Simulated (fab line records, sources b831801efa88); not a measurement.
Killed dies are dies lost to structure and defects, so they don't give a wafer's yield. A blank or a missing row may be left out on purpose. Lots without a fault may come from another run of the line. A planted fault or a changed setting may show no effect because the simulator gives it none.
A struck lot beside a sound one | flow sky130 | 43 steps out of a route of 708
Sound: wafers L534.2, L534.3, L534.6. Struck: wafer L541.4. (L541.3 of the same lot was not struck and is left out.) The cause comes at the end.
At each step with rows: each side's tool, then ch and its chambers, then its first start. Under that, the readings that differ: sound wafers | struck wafers | difference of the means | sigmas: that difference in standard deviations of wafers without a fault.
alike: readings whose means differ by less than 2 such deviations, and words and numbers that are the same on both sides. not compared: withheld readings, readings that some wafer has no value for, bounds like >300 that may hide the same value, and numbers for which the record gives no deviation and whose values overlap.
The two part at a step that has a row with sigmas, a row that says differs or no value, or rows on one side only. Numbers that don't overlap but have no deviation are shown without sigmas and don't part them. A reading that every wafer of one side lacks parts them only if that side has two wafers or more.

SKY_LDD_HVN_OVL_MEAS_07:
  sound on overlay-02, day 20 05:05; struck on overlay-02, day 23 03:57
  alike: LDD_HVN_OVL
then, 1 step without rows for these wafers: SKY_LDD_HVN_IMPLANT_08.
SKY_LDD_HVN_STRIP_09: strips in O2/N2.
  sound on plasma_asher-03 ch 0,1, day 20 05:16; struck on plasma_asher-02 ch 0, day 23 04:09
  reading               | sound             | struck | difference | sigmas
  oes_product_au (a.u.) | 0.401 0.408 0.403 | 0.416  | +0.012     | +3
  alike: drypump_motor_current_A, strip_time_to_endpoint_s
  not compared: rf_hours_counter_h
SKY_LDD_HVN_TW_MEAS_10:
  sound on film_metro-03, day 20 05:23; struck on film_metro-02, day 23 04:14
  reading    | sound          | struck | difference | sigmas
  LDD_HVN_TW | 1469 1461 1466 | 1429   | -36        | -3
then, 7 steps without rows for these wafers: SKY_LDD_HVP_DEHYDRATE_00 (time 60 s); SKY_LDD_HVP_HMDS_01 (prime time 60 s); SKY_LDD_HVP_COAT_02 (resist thk 300 nm); SKY_LDD_HVP_SOFTBAKE_03 (time 60 s); SKY_LDD_HVP_EXPOSE_04 (exposes mask HVPTM, target cd 700 nm); SKY_LDD_HVP_PEB_05; SKY_LDD_HVP_DEVELOP_06 (develop time 60 s).
SKY_LDD_HVP_OVL_MEAS_07:
  sound on overlay-01, day 21 11:44; struck on overlay-01, day 24 09:51
  alike: LDD_HVP_OVL
SKY_LDD_HVP_IMPLANT_08:
  sound on implanter-03 ch 0, day 21 11:48; struck on implanter-01 ch 0, day 24 09:55
  alike: end_station_pressure_torr
SKY_LDD_HVP_STRIP_09: strips in O2/N2.
  sound on plasma_asher-03 ch 0,1, day 21 11:55; struck on plasma_asher-03 ch 1, day 24 10:03
  alike: drypump_motor_current_A, oes_product_au, strip_time_to_endpoint_s
  not compared: rf_hours_counter_h
SKY_LDD_HVP_TW_MEAS_10:
  sound on film_metro-01, day 21 12:02; struck on film_metro-01, day 24 10:08
  alike: LDD_HVP_TW
then, 7 steps without rows for these wafers: SKY_LDD_LDN_DEHYDRATE_00 (time 60 s); SKY_LDD_LDN_HMDS_01 (prime time 60 s); SKY_LDD_LDN_COAT_02 (resist thk 1140 nm); SKY_LDD_LDN_SOFTBAKE_03 (time 60 s); SKY_LDD_LDN_EXPOSE_04 (exposes mask LDNTM, target cd 700 nm); SKY_LDD_LDN_PEB_05; SKY_LDD_LDN_DEVELOP_06 (develop time 60 s).
SKY_LDD_LDN_OVL_MEAS_07:
  sound on overlay-02, day 22 18:23; struck on overlay-01, day 25 15:33
  alike: LDD_LDN_OVL
then, 4 steps without rows for these wafers: SKY_LDD_LDN_IMPLANT_08; SKY_LDD_LDN_IMPLANT_09; SKY_LDD_LDN_IMPLANT_10; SKY_LDD_LDN_IMPLANT_11.
SKY_LDD_LDN_STRIP_12: strips in O2/N2.
  sound on plasma_asher-04 ch 0,1, day 22 19:01; struck on plasma_asher-04 ch 0, day 25 16:13
  alike: drypump_motor_current_A, oes_product_au, strip_time_to_endpoint_s
  not compared: rf_hours_counter_h
SKY_LDD_LDN_TW_MEAS_13:
  sound on film_metro-04, day 22 19:08; struck on film_metro-01, day 25 16:17
  reading    | sound          | struck | difference | sigmas
  LDD_LDN_TW | 1479 1485 1482 | 1512   | +30        | +2
then, 2 steps without rows for these wafers: SKY_LDD_LDN_CLEAN_14 (cleans in SC1/SC2, time 150 s); SKY_SPACER_CVD_00 (deposits Si3N4 from DCS/NH3, target thk 43.1 nm, time 740 s).
SKY_SPACER_THK_MEAS_01:
  sound on film_metro-03, day 22 21:32; struck on film_metro-02, day 25 17:37
  alike: SPACER_CVD_00_THK
SKY_SPACER_ETCHBACK_02: etches Si3N4 in CH3F/O2, stops on SiO2, time 46.7 s, target depth 45 nm.
  sound on rie_diel-02 ch 1,2, day 22 21:35; struck on rie_diel-02 ch 3, day 25 17:39
  alike: ch3f_flow_sccm, drypump_motor_current_A, oes_product_au, throttle_valve_pct
  not compared: rf_hours_counter_h
then, 8 steps without rows for these wafers: SKY_POLY_CUT_DEHYDRATE_00 (time 60 s); SKY_POLY_CUT_HMDS_01 (prime time 60 s); SKY_POLY_CUT_COAT_02 (resist thk 60 nm); SKY_POLY_CUT_COAT_03 (resist thk 450 nm); SKY_POLY_CUT_SOFTBAKE_04 (time 90 s); SKY_POLY_CUT_EXPOSE_05 (exposes mask NPCM, target cd 270 nm); SKY_POLY_CUT_PEB_06; SKY_POLY_CUT_DEVELOP_07 (develop time 60 s).
SKY_POLY_CUT_CD_MEAS_08: target cd 270 nm.
  sound on cd_sem-01, day 24 03:37; struck on cd_sem-02, day 26 22:53
  alike: cd_nm
-- the record jumps here: 21 days lie between the struck wafers' starts before and after (it left off in module POLY_CUT and takes up again in module PAD_OPEN, whose first step shown is number 708 of the route) --
SKY_PAD_OPEN_PROBE_99:
  sound on prober-01, day 45 20:57; struck on prober-02, day 47 17:19
  reading                              | sound             | struck | difference | sigmas
  model.etest.tip_p_5v.rs_ohm_sq_range | 88.11 65.04 45.67 | 175.2  | +108.9     |
  alike: killed_at_M0_to_M3, killed_at_M4_up, killed_at_contacts, killed_at_front_end, killed_at_other, killed_dies, killed_open, killed_short

WHERE THEY PART
First at SKY_LDD_HVN_STRIP_09; last, within this record, at SKY_LDD_LDN_TW_MEAS_13. Later steps at which nothing parts them and some readings are alike: SKY_SPACER_THK_MEAS_01, SKY_SPACER_ETCHBACK_02, SKY_POLY_CUT_CD_MEAS_08, SKY_PAD_OPEN_PROBE_99.

WHY: what the simulator had put in
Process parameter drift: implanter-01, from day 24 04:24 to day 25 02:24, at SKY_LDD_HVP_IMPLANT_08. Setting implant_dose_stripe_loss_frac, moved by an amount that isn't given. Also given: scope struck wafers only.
